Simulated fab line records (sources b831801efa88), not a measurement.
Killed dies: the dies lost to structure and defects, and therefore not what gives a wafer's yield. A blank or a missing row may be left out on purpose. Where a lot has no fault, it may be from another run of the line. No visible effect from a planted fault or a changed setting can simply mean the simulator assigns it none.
fab line records    flow gf180mcu
record lots=5  wafers=23
route steps=602 shown V3@433 M4@460 V4@476 MIM@503
start-h: the number of hours between the record's first day and the start of the first shown wafer of the lot    wait-h: time in hours since the lot's previous step    " identical to the entry in the row above    L1.1+2: several wafers, shown together as one row    - no value, or no start was given    * or withheld: withheld    < > ~ a bound
route shown NAME@n: names a module that has steps shown in the file, with the first one's number in the route    usual: mean and standard deviation over wafers with no fault    same: alike in all rows    chamber/n: place in a boat    sites: the reading at each site    _std_site: standard deviation across them    _edge_site: the outer-site mean with the inner-site mean subtracted    radius-mm: for every site, how far away it sits from the centre of the wafer    mask NAME#n: copy n    behind: the last tool/chamber to shape the wafer    hold: why the lot was held/for how many hours/how that ended    device: whichever transistor did not switch (one of n, p or np)    end of line: at the end of the route, the tests of the same wafers    for a step that has no rows: nothing shown but its recipe    killed: not the wafer's yield, but the dies lost to structure and defects at the first sort    map: a wafer's dies, marking killed ones x, the rest . and places with no die _
set.NAME: setting as actually run; set.NAME@STEP: the setting as run at that earlier step    model.NAME: the simulator's own value behind a step, which no gauge read
lots where settings were altered on purpose, with a table for each step and a row for each wafer
## steps
# step GF_V3_CMP_04
# recipe material=SiO2  down-force-psi=4  platen-rpm=60  pad-velocity-m-s=0.94248
# usual time-to-endpoint-s=79/5
lot.wafer  tool    chamber  start-h  wait-h  set.platen-rpm  set.time-s@V3_CVD_02  time-to-endpoint-s
L074.3     cmp-01  3        478.85   0.0     60              94.851                75
L074.1     "       0        "        "       60              85.76                 48
L074.2     "       2        "        "       55.75           94.851                82
L074.5     "       3        "        "       60              85.76                 50
L074.6     "       0        "        "       55.75           85.76                 54
L077.4     cmp-02  0        507.03   0.0     55.62           94.851                83
L077.2     "       1        "        "       60              94.851                74
L077.3     "       3        "        "       60              94.851                72
L077.6     "       0        "        "       55.62           94.851                83
L077.5     "       1        "        "       60              94.851                81
L079.3     cmp-01  0        525.04   0.0     58.71           94.851                86
L079.1     "       1        "        "       60              94.851                84
L079.2     "       2        "        "       60              82.45                 38
L079.4     "       3        "        "       58.71           94.851                88
L079.5     "       0        "        "       60              82.45                 50
L080.4     cmp-01  3        540.24   0.0     60              94.851                86
L080.3     "       0        "        "       60              94.851                78
L080.2     "       1        "        "       60              87.01                 48
L080.1     "       2        "        "       60              87.01                 54
L080.6     "       0        "        "       60              94.851                84
L082.1     cmp-01  1        552.36   0.1     60              94.851                76
L082.3     "       3        "        "       60              94.851                74
L082.5     "       1        "        "       60              94.851                83
# step GF_V3_SPUTTER_21
# recipe material=Ti  target-thk-nm=15  chamber-pressure-pa=5  power-w=2500  substrate-temp-c=200  time-s=80.02
lot.wafer  tool            chamber  start-h  wait-h  set.power-w  model.Ti_of_V3_SPUTTER_21.thk-nm
L074.1     pvd-sputter-02  -        503.93   0.0     2500         15.01
L074.2     "               -        "        "       2349         13.95
L074.3     "               -        "        "       2349         14.03
L074.5     "               -        "        "       2349         14.07
L074.6     "               -        "        "       2500         15.03
L077.2     pvd-sputter-02  -        531.03   0.0     2500         15.08
L077.3     "               -        "        "       2264         13.63
L077.4     "               -        "        "       2264         13.48
L077.5     "               -        "        "       2500         14.86
L077.6     "               -        "        "       2500         15.02
L079.1     pvd-sputter-03  -        549.05   0.0     2500         15.07
L079.2     "               -        "        "       2500         15.11
L079.3     "               -        "        "       2668         16.09
L079.4     "               -        "        "       2500         15.02
L079.5     "               -        "        "       2668         16.13
L080.1     pvd-sputter-04  -        564.40   0.0     2640         15.7
L080.2     "               -        "        "       2500         14.87
L080.3     "               -        "        "       2640         15.83
L080.4     "               -        "        "       2640         15.74
L080.6     "               -        "        "       2500         14.93
L082.1     pvd-sputter-04  -        575.69   0.0     2500         14.97
L082.3     "               -        "        "       2500         15.04
L082.5     "               -        "        "       2500         14.92
# step GF_M4_SPUTTER_04
# recipe material=TiN  target-thk-nm=50  power-w=6500  time-s=41.7  chamber-pressure-pa=0.4
lot.wafer  tool            chamber  start-h  wait-h  set.power-w  model.TiN_of_M4_SPUTTER_04.thk-nm
L074.1     pvd-sputter-01  -        504.83   0.0     6500         50.23
L074.2     "               -        "        "       6500         50.42
L074.3     "               -        "        "       6130         47.07
L074.5     "               -        "        "       6500         50.53
L074.6     "               -        "        "       6130         46.97
L077.2     pvd-sputter-02  -        531.91   0.0     6500         49.96
L077.3     "               -        "        "       6500         50.24
L077.4     "               -        "        "       6500         49.78
L077.5     "               -        "        "       6500         49.37
L077.6     "               -        "        "       6500         49.6
L079.1     pvd-sputter-01  -        549.93   0.0     7022         53.35
L079.2     "               -        "        "       6500         49.46
L079.3     "               -        "        "       6500         49.26
L079.4     "               -        "        "       7022         53.19
L079.5     "               -        "        "       7022         52.96
L080.1+3   pvd-sputter-02  -        565.28   0.0     6500         49.75
L080.2     "               -        "        "       6500         50.14
L080.4     "               -        "        "       6287         48.09
L080.6     "               -        "        "       6287         47.47
L082.1     pvd-sputter-04  -        576.57   0.0     6500         50.36
L082.3     "               -        "        "       6500         50.09
L082.5     "               -        "        "       6500         50.13
# step GF_V4_CVD_00
# recipe material=SiO2  target-thk-nm=600  sigma-open-frac=0.3  temp-c=400  time-s=100  sih4-flow-sccm=60  pressure-mtorr=6
lot.wafer  tool       chamber  start-h  wait-h  set.sih4-flow-sccm  model.SiO2_of_V4_CVD_00.thk-nm
L074.1     hdpcvd-02  1        528.53   0.0     60                  594.7
L074.2     "          2        "        "       60                  591
L074.3     "          2        "        "       60                  595.3
L074.5     "          1        "        "       60                  591.3
L074.6     "          2        "        "       60                  593.3
L077.2     hdpcvd-01  2        554.97   0.0     60                  600.6
L077.3     "          1        "        "       60                  598
L077.4     "          1        "        "       60                  600.8
L077.5     "          0        "        "       56.11               555.9
L077.6     "          2        "        "       56.11               560.7
L079.1     hdpcvd-01  0        572.66   0.0     60                  602.5
L079.2     "          1        "        "       67.9                687.1
L079.3     "          2        "        "       67.9                678
L079.4     "          1        "        "       67.9                687.8
L079.5     "          2        "        "       60                  600.2
L080.1     hdpcvd-01  1        587.14   0.0     60                  603.8
L080.2     "          0        "        "       56.27               560.5
L080.3     "          2        "        "       56.27               553.5
L080.4     "          2        "        "       60                  597.6
L080.6     "          1        "        "       60                  600.7
L082.1     hdpcvd-02  1        598.26   0.0     60                  609.7
L082.3     "          0        "        "       60                  597
L082.5     "          0        "        "       60                  598.9
# step GF_V4_THK_MEAS_01
# recipe reads=SiO2_of_V4_CVD_00
# usual V4_CVD_00_THK=599/5
lot.wafer  tool           chamber  start-h  wait-h  set.sih4-flow-sccm@V4_CVD_00  V4_CVD_00_THK[nm]
L074.1     film-metro-01  -        528.63   0.1     60                            594
L074.2     "              -        "        "       60                            591
L074.3     "              -        "        "       60                            595
L074.5     "              -        "        "       60                            592
L074.6     "              -        "        "       60                            594
L077.2     film-metro-03  -        555.05   0.0     60                            601
L077.3     "              -        "        "       60                            598
L077.4     "              -        "        "       60                            600
L077.5     "              -        "        "       56.11                         556
L077.6     "              -        "        "       56.11                         561
L079.1     film-metro-01  -        572.74   0.0     60                            602
L079.2     "              -        "        "       67.9                          687
L079.3     "              -        "        "       67.9                          678
L079.4     "              -        "        "       67.9                          688
L079.5     "              -        "        "       60                            600
L080.1     film-metro-01  -        587.21   0.0     60                            604
L080.2     "              -        "        "       56.27                         560
L080.3     "              -        "        "       56.27                         553
L080.4     "              -        "        "       60                            598
L080.6     "              -        "        "       60                            601
L082.1     film-metro-01  -        598.33   0.0     60                            610
L082.3     "              -        "        "       60                            597
L082.5     "              -        "        "       60                            599
# step GF_V4_PEB_12
# recipe peb-temp-c=135  peb-time-s=90  resist=KrF
lot.wafer       tool            chamber  start-h  wait-h  set.peb-temp-c
L074.1+3+5      litho-track-01  0        -        -       131.2
L074.2+6        "               0        "        "       135
L077.2+6        litho-track-04  0        -        -       135
L077.3+4+5      "               0        "        "       136.6
L079.1+2+3+4+5  litho-track-04  0        -        -       135
L080.1+3        litho-track-03  0        -        -       137.7
L080.2+4+6      "               0        "        "       135
L082.1+3+5      litho-track-03  0        -        -       135
# step GF_V4_DEVELOP_13
# recipe develop-time-s=58.91  resist=KrF  dev-temp-c=21
lot.wafer  tool            chamber  start-h  wait-h  set.peb-temp-c@V4_PEB_12  model.V4.cd-nm
L074.1     litho-track-01  0        551.37   0.2     131.2                     248
L074.2     "               0        "        "       135                       260.3
L074.3     "               0        "        "       131.2                     248.2
L074.5     "               0        "        "       131.2                     247.7
L074.6     "               0        "        "       135                       260.5
L077.2     litho-track-04  0        576.29   0.2     135                       260.3
L077.3     "               0        "        "       136.6                     265.1
L077.4     "               0        "        "       136.6                     265.2
L077.5     "               0        "        "       136.6                     263.8
L077.6     "               0        "        "       135                       260.8
L079.1+2   litho-track-04  0        594.66   0.2     135                       261.3
L079.3     "               0        "        "       135                       259.7
L079.4     "               0        "        "       135                       259.3
L079.5     "               0        "        "       135                       261
L080.1     litho-track-03  0        608.91   0.2     137.7                     265.8
L080.2     "               0        "        "       135                       259.8
L080.3     "               0        "        "       137.7                     265.6
L080.4     "               0        "        "       135                       259.5
L080.6     "               0        "        "       135                       258.7
L082.1     litho-track-03  0        619.11   0.2     135                       260.4
L082.3     "               0        "        "       135                       260.1
L082.5     "               0        "        "       135                       261.8
# step GF_V4_CD_MEAS_14
# recipe target-cd-nm=260
# usual cd-nm=260.2/0.95
lot.wafer  tool       chamber  start-h  wait-h  set.peb-temp-c@V4_PEB_12  cd-nm
L074.1     cd-sem-02  -        551.52   0.1     131.2                     247.9
L074.2     "          -        "        "       135                       260.2
L074.3     "          -        "        "       131.2                     248.0
L074.5     "          -        "        "       131.2                     247.7
L074.6     "          -        "        "       135                       260.2
L077.2     cd-sem-01  -        576.43   0.1     135                       260.2
L077.3     "          -        "        "       136.6                     265.2
L077.4     "          -        "        "       136.6                     265.4
L077.5     "          -        "        "       136.6                     263.7
L077.6     "          -        "        "       135                       260.8
L079.1     cd-sem-01  -        594.81   0.1     135                       261.0
L079.2     "          -        "        "       135                       261.5
L079.3     "          -        "        "       135                       260.0
L079.4     "          -        "        "       135                       259.3
L079.5     "          -        "        "       135                       260.8
L080.1     cd-sem-02  -        609.06   0.1     137.7                     265.9
L080.2     "          -        "        "       135                       259.9
L080.3     "          -        "        "       137.7                     265.5
L080.4     "          -        "        "       135                       259.7
L080.6     "          -        "        "       135                       258.8
L082.1     cd-sem-01  -        619.34   0.2     135                       260.1
L082.3     "          -        "        "       135                       260.1
L082.5     "          -        "        "       135                       261.6
# step GF_V4_ETCH_16
# recipe chemistry=N2/H2  target-depth-a=withheld  overetch-a=withheld  time-s=withheld  target=BARC  ion-energy-ev=200  source-w=500  bias-w=100  pressure-mtorr=30  n2-flow-sccm=100  h2-flow-sccm=200
lot.wafer  tool         chamber  start-h  wait-h  set.peb-temp-c@V4_PEB_12  model.V4.cd-nm
L074.1+3   rie-diel-04  2,1      551.68   0.0     131.2                     247.7
L074.2     "            0        "        "       135                       260.4
L074.5     "            1        "        "       131.2                     247.8
L074.6     "            0        "        "       135                       261.4
L077.2     rie-diel-04  1        576.57   0.0     135                       259.6
L077.3+4   "            2,1      "        "       136.6                     265.1
L077.5     "            2        "        "       136.6                     264.4
L077.6     "            0        "        "       135                       261.2
L079.1     rie-diel-01  3        594.97   0.0     135                       261.8
L079.2     "            0        "        "       135                       262.2
L079.3     "            2        "        "       135                       259.4
L079.4     "            1        "        "       135                       259
L079.5     "            1        "        "       135                       260.5
L080.1+3   rie-diel-01  1,2      609.21   0.0     137.7                     265.4
L080.2     "            3        "        "       135                       259.9
L080.4     "            0        "        "       135                       259.5
L080.6     "            3        "        "       135                       258.6
L082.1     rie-diel-01  3        619.50   0.0     135                       261.4
L082.3     "            1        "        "       135                       260
L082.5     "            1        "        "       135                       261.6
# step GF_V4_ETCH_17
# recipe chemistry=C4F8/O2/Ar  mask-material=KrF  target=SiO2  stop-on=TiN  source-w=1500  bias-w=1200  pressure-mtorr=40  c4f8-flow-sccm=withheld  O2_flow_sccm=6  Ar_flow_sccm=300  time-s=withheld  target-depth-a=6300
lot.wafer  tool         chamber  start-h  wait-h  set.peb-temp-c@V4_PEB_12  model.V4.cd-nm
L074.1     rie-diel-04  2        -        -       131.2                     247.7
L074.2     "            0        "        "       135                       260.3
L074.3+5   "            1        "        "       131.2                     247.8
L074.6     "            0        "        "       135                       260.9
L077.2     rie-diel-04  1        -        -       135                       259.5
L077.3     "            2        "        "       136.6                     265.2
L077.4     "            1        "        "       136.6                     265.3
L077.5     "            2        "        "       136.6                     264.4
L077.6     "            0        "        "       135                       260.9
L079.1     rie-diel-01  3        -        -       135                       261.8
L079.2     "            0        "        "       135                       262.6
L079.3     "            2        "        "       135                       259.3
L079.4     "            1        "        "       135                       259
L079.5     "            1        "        "       135                       260.3
L080.1     rie-diel-01  1        -        -       137.7                     265
L080.2     "            3        "        "       135                       260.3
L080.3     "            2        "        "       137.7                     265.4
L080.4     "            0        "        "       135                       259.7
L080.6     "            3        "        "       135                       258.7
L082.1     rie-diel-01  3        -        -       135                       260.9
L082.3     "            1        "        "       135                       259.8
L082.5     "            1        "        "       135                       261.5
# step GF_MIM_SPUTTER_00
# recipe material=Ti  target-thk-nm=37.5  arriving-ion-energy-ev=80  substrate-temp-c=200  chamber-pressure-pa=2  power-w=4000  time-s=150
lot.wafer  tool            chamber  start-h  wait-h  set.chamber-pressure-pa  model.Ti_of_MIM_SPUTTER_00.thk-nm
L074.1     pvd-sputter-04  -        553.04   0.1     2                        37.73
L074.2     "               -        "        "       2                        38.28
L074.3     "               -        "        "       2                        38.03
L074.5     "               -        "        "       2                        38.01
L074.6     "               -        "        "       2                        37.95
L077.2     pvd-sputter-03  -        577.93   0.1     1.869                    39.57
L077.3+4   "               -        "        "       1.869                    39.81
L077.5     "               -        "        "       1.869                    39.84
L077.6     "               -        "        "       1.869                    39.59
L079.1     pvd-sputter-04  -        596.36   0.1     1.861                    39.03
L079.2     "               -        "        "       1.861                    39
L079.3     "               -        "        "       1.861                    39.24
L079.4     "               -        "        "       1.861                    39.12
L079.5     "               -        "        "       1.861                    38.96
L080.1     pvd-sputter-03  -        610.63   0.1     1.745                    40.49
L080.2     "               -        "        "       1.745                    40.43
L080.3     "               -        "        "       1.745                    40.39
L080.4     "               -        "        "       1.745                    40.17
L080.6     "               -        "        "       1.745                    40.57
L082.1     pvd-sputter-01  -        620.92   0.2     2                        37.9
L082.3     "               -        "        "       2                        38.05
L082.5     "               -        "        "       2                        37.84
# step GF_MIM_SPUTTER_08
# recipe material=AlCu  target-thk-nm=200  power-w=10600  time-s=10.6  chamber-pressure-pa=0.4
lot.wafer  tool            chamber  start-h  wait-h  set.power-w  model.AlCu_of_MIM_SPUTTER_08.thk-nm
L074.1     pvd-sputter-03  -        553.40   0.0     11600        217.7
L074.2     "               -        "        "       10600        198.3
L074.3     "               -        "        "       11600        219.2
L074.5     "               -        "        "       10600        200
L074.6     "               -        "        "       10600        200.8
L077.2     pvd-sputter-01  -        578.29   0.0     10600        203.9
L077.3     "               -        "        "       10600        203.6
L077.4     "               -        "        "       10600        203.2
L077.5     "               -        "        "       10600        202.3
L077.6     "               -        "        "       10600        203.4
L079.1+5   pvd-sputter-03  -        596.72   0.0     9604         181
L079.2     "               -        "        "       9604         182.4
L079.3     "               -        "        "       10600        201.3
L079.4     "               -        "        "       10600        202.4
L080.1     pvd-sputter-01  -        610.99   0.0     9857         186
L080.2     "               -        "        "       9857         187.1
L080.3     "               -        "        "       9857         185.7
L080.4     "               -        "        "       10600        200.7
L080.6     "               -        "        "       10600        201
L082.1     pvd-sputter-04  -        621.28   0.0     10600        200.9
L082.3     "               -        "        "       10600        202.5
L082.5     "               -        "        "       10600        202.3
# step GF_MIM_SPUTTER_09
# recipe material=TiN  target-thk-nm=35  power-w=6500  time-s=29.2  chamber-pressure-pa=0.4
# step GF_MIM_RS_MEAS_10
# recipe thk-meas-gauge=four-point-probe  reads=TiN_of_MIM_SPUTTER_09+AlCu_of_MIM_SPUTTER_08+TiN_of_MIM_SPUTTER_07
# usual MIM_ALCU_RS=0.1601/0.0018
lot.wafer  tool           chamber  start-h  wait-h  set.power-w@MIM_SPUTTER_08  MIM_ALCU_RS[ohm/sq]
L074.1     film-metro-03  -        553.46   0.0     11600                       0.1469
L074.2     "              -        "        "       10600                       0.1619
L074.3     "              -        "        "       11600                       0.1457
L074.5     "              -        "        "       10600                       0.1601
L074.6     "              -        "        "       10600                       0.1596
L077.2     film-metro-03  -        578.37   0.0     10600                       0.1570
L077.3     "              -        "        "       10600                       0.1572
L077.4     "              -        "        "       10600                       0.1578
L077.5     "              -        "        "       10600                       0.1584
L077.6     "              -        "        "       10600                       0.1575
L079.1     film-metro-04  -        596.78   0.0     9604                        0.1779
L079.2     "              -        "        "       9604                        0.1765
L079.3     "              -        "        "       10600                       0.1591
L079.4     "              -        "        "       10600                       0.1582
L079.5     "              -        "        "       9604                        0.1781
L080.1     film-metro-03  -        611.05   0.0     9857                        0.1731
L080.2     "              -        "        "       9857                        0.1719
L080.3     "              -        "        "       9857                        0.1735
L080.4     "              -        "        "       10600                       0.1598
L080.6     "              -        "        "       10600                       0.1593
L082.1     film-metro-04  -        621.34   0.0     10600                       0.1595
L082.3     "              -        "        "       10600                       0.1581
L082.5     "              -        "        "       10600                       0.1583
# step GF_MIM_THK_MEAS_11
# recipe thk-meas-gauge=xrf  reads=AlCu_of_MIM_SPUTTER_08
# usual MIM_ALCU_THK=197.9/2.2
lot.wafer  tool           chamber  start-h  wait-h  set.power-w@MIM_SPUTTER_08  MIM_ALCU_THK[nm]
L074.1     film-metro-03  -        553.58   0.1     11600                       213.9
L074.2     "              -        "        "       10600                       196.3
L074.3     "              -        "        "       11600                       216.6
L074.5     "              -        "        "       10600                       197.5
L074.6     "              -        "        "       10600                       198.4
L077.2     film-metro-03  -        578.48   0.1     10600                       202.0
L077.3     "              -        "        "       10600                       203.4
L077.4     "              -        "        "       10600                       201.7
L077.5     "              -        "        "       10600                       200.3
L077.6     "              -        "        "       10600                       200.6
L079.1     film-metro-04  -        596.90   0.1     9604                        180.2
L079.2     "              -        "        "       9604                        181.4
L079.3     "              -        "        "       10600                       199.2
L079.4     "              -        "        "       10600                       200.5
L079.5     "              -        "        "       9604                        179.2
L080.1     film-metro-03  -        611.17   0.1     9857                        183.7
L080.2     "              -        "        "       9857                        185.2
L080.3     "              -        "        "       9857                        184.3
L080.4     "              -        "        "       10600                       197.5
L080.6     "              -        "        "       10600                       198.4
L082.1     film-metro-04  -        621.46   0.1     10600                       199.2
L082.3     "              -        "        "       10600                       200.1
L082.5     "              -        "        "       10600                       199.9
# step GF_MIM_COAT_14
# recipe resist=NOVOLAK  spin-rpm=3000  resist-thk-nm=1000
lot.wafer       tool            chamber  start-h  wait-h  set.spin-rpm  model.NOVOLAK_of_MIM_COAT_14.thk-nm
L074.1+3        litho-track-03  0        564.81   0.1     3000          -
L074.2          "               0        "        "       3209          966.9
L074.5          "               0        "        "       3209          966.3
L074.6          "               0        "        "       3000          999.7
L077.2          litho-track-01  0        588.70   0.1     3000          1003
L077.3          "               0        "        "       3000          1002
L077.4          "               0        "        "       3080          986.7
L077.5          "               0        "        "       3080          987.7
L077.6          "               0        "        "       3000          999.4
L079.1          litho-track-02  0        607.17   0.1     3000          -
L079.2+5        "               0        "        "       2867          -
L079.3          "               0        "        "       2867          1021
L079.4          "               0        "        "       3000          998
L080.1+2+3+4+6  litho-track-01  0        620.77   0.1     3000          -
L082.1          litho-track-03  0        631.56   0.1     3000          1000
L082.3          "               0        "        "       3000          1001
L082.5          "               0        "        "       3000          1002
# step GF_MIM_SOFTBAKE_15
# recipe temp-c=90  time-s=60  resist=NOVOLAK
# step GF_MIM_EXPOSE_16
# recipe mask-id=FuseTop  target-cd-nm=2000  na=0.6  source-shape=conventional  sigma-outer=0.6  dose-mj=140
# step GF_MIM_PEB_17
# recipe temp-c=withheld  time-s=*  resist=NOVOLAK
# step GF_MIM_DEVELOP_18
# recipe develop-time-s=60  dev-temp-c=23
# step GF_MIM_METAL_ETCH_19
# recipe chemistry=Cl2/BCl3  mask-material=NOVOLAK  stop-on=Si3N4  target-depth-nm=324.5  pressure-mtorr=8  icp-w=800  bias-w=140  Cl2_flow_sccm=80  bcl3-flow-sccm=40  time-s=54.1
# usual oes-product-au=0.941/0.0065
lot.wafer  tool          chamber  start-h  wait-h  set.power-w@MIM_SPUTTER_08  set.spin-rpm@MIM_COAT_14  oes-product-au  model.NOVOLAK_of_MIM_COAT_14.thk-nm
L074.1     rie-metal-02  1        575.02   0.1     11600                       3000                      0.981           -
L074.2     "             1        "        "       10600                       3209                      0.934           835.9
L074.3     "             1        "        "       11600                       3000                      0.978           -
L074.5     "             1        "        "       10600                       3209                      0.952           835.1
L074.6     "             1        "        "       10600                       3000                      0.936           869.9
L077.2     rie-metal-04  1        599.42   0.1     10600                       3000                      0.953           872
L077.3     "             0        "        "       10600                       3000                      0.947           871.9
L077.4     "             1        "        "       10600                       3080                      0.949           855.7
L077.5     "             0        "        "       10600                       3080                      0.948           857.6
L077.6     "             1        "        "       10600                       3000                      0.938           868.2
L079.1     rie-metal-02  1        617.72   0.1     9604                        3000                      0.913           -
L079.2     "             0        "        "       9604                        2867                      0.907           -
L079.3     "             0        "        "       10600                       2867                      0.936           891.8
L079.4     "             1        "        "       10600                       3000                      0.943           867
L079.5     "             0        "        "       9604                        2867                      0.904           -
L080.1     rie-metal-01  1        630.97   0.1     9857                        3000                      0.925           -
L080.2     "             0        "        "       9857                        3000                      0.920           -
L080.3     "             1        "        "       9857                        3000                      0.913           -
L080.4     "             0        "        "       10600                       3000                      0.941           -
L080.6     "             0        "        "       10600                       3000                      0.946           -
L082.1     rie-metal-02  1        641.82   0.1     10600                       3000                      0.942           869
L082.3     "             0        "        "       10600                       3000                      0.950           871.6
L082.5     "             1        "        "       10600                       3000                      0.953           870.8
# step GF_MIM_STRIP_20
# recipe chemistry=O2/N2  power-w=1400  pressure-mtorr=1500  platen-temp-c=250  o2-flow-sccm=3000  n2-flow-sccm=300  overash-fraction=0.5
# usual strip-time-to-endpoint-s=11.23/0.036
lot.wafer  tool             chamber  start-h  wait-h  set.spin-rpm@MIM_COAT_14  strip-time-to-endpoint-s
L074.1     plasma-asher-03  0        575.16   0.1     3000                      11.21
L074.2     "                1        "        "       3209                      10.82
L074.3     "                0        "        "       3000                      11.18
L074.5     "                0        "        "       3209                      10.80
L074.6     "                1        "        "       3000                      11.23
L077.2     plasma-asher-04  1        599.49   0.0     3000                      11.24
L077.3     "                0        "        "       3000                      11.26
L077.4     "                1        "        "       3080                      11.05
L077.5     "                1        "        "       3080                      11.07
L077.6     "                0        "        "       3000                      11.19
L079.1     plasma-asher-04  1        617.79   0.0     3000                      11.17
L079.2     "                0        "        "       2867                      11.46
L079.3     "                1        "        "       2867                      11.47
L079.4     "                0        "        "       3000                      11.20
L079.5     "                1        "        "       2867                      11.45
L080.1     plasma-asher-04  1        631.04   0.0     3000                      11.23
L080.2     "                0        "        "       3000                      11.20
L080.3     "                0        "        "       3000                      11.24
L080.4     "                1        "        "       3000                      11.28
L080.6     "                1        "        "       3000                      11.22
L082.1     plasma-asher-03  1        641.89   0.0     3000                      11.21
L082.3     "                1        "        "       3000                      11.23
L082.5     "                0        "        "       3000                      11.23
## key
split step=GF_V3_CMP_04  setting=platen-rpm  stated=60  by=wafer
response none clear
split step=GF_V3_SPUTTER_21  setting=power-w  stated=2500  by=wafer
response step=GF_V3_SPUTTER_21  reading=model.Ti_of_V3_SPUTTER_21.thk-nm  change=+0.155  per=1%  r=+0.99
split step=GF_M4_SPUTTER_04  setting=power-w  stated=6500  by=wafer
response step=GF_M4_SPUTTER_04  reading=model.TiN_of_M4_SPUTTER_04.thk-nm  change=+0.526  per=1%  r=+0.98
split step=GF_V4_CVD_00  setting=sih4-flow-sccm  stated=60  by=wafer
response step=GF_V4_CVD_00  reading=model.SiO2_of_V4_CVD_00.thk-nm  change=+6.43  per=1%  r=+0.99
response step=GF_V4_THK_MEAS_01  reading=V4_CVD_00_THK  change=+6.43  per=1%  r=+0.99
split step=GF_V4_PEB_12  setting=peb-temp-c  stated=135  by=wafer
response step=GF_V4_DEVELOP_13  reading=model.V4.cd-nm  change=+3.94  per=1%  r=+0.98
response step=GF_V4_CD_MEAS_14  reading=cd-nm  change=+3.92  per=1%  r=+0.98
response step=GF_V4_ETCH_16  reading=model.V4.cd-nm  change=+4.09  per=1%  r=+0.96
response step=GF_V4_ETCH_17  reading=model.V4.cd-nm  change=+3.99  per=1%  r=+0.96
split step=GF_MIM_SPUTTER_00  setting=chamber-pressure-pa  stated=2  by=lot
response step=GF_MIM_SPUTTER_00  reading=model.Ti_of_MIM_SPUTTER_00.thk-nm  change=-0.192  per=1%  r=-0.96
split step=GF_MIM_SPUTTER_08  setting=power-w  stated=10600  by=wafer
response step=GF_MIM_SPUTTER_08  reading=model.AlCu_of_MIM_SPUTTER_08.thk-nm  change=+2.08  per=1%  r=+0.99
response step=GF_MIM_RS_MEAS_10  reading=MIM_ALCU_RS  change=-0.00179  per=1%  r=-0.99
response step=GF_MIM_THK_MEAS_11  reading=MIM_ALCU_THK  change=+1.98  per=1%  r=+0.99
response step=GF_MIM_METAL_ETCH_19  reading=oes-product-au  change=+0.00366  per=1%  r=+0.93
split step=GF_MIM_COAT_14  setting=spin-rpm  stated=3000  by=wafer
response step=GF_MIM_COAT_14  reading=model.NOVOLAK_of_MIM_COAT_14.thk-nm  change=-4.96  per=1%  r=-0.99
response step=GF_MIM_METAL_ETCH_19  reading=model.NOVOLAK_of_MIM_COAT_14.thk-nm  change=-5.12  per=1%  r=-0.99
response step=GF_MIM_STRIP_20  reading=strip-time-to-endpoint-s  change=*  per=1%  r=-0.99
split outside-this-file step=GF_V3_CVD_02 setting=time-s
# split outside-this-file: this setting was split too, and the file shows its column; the key of that split is in another file
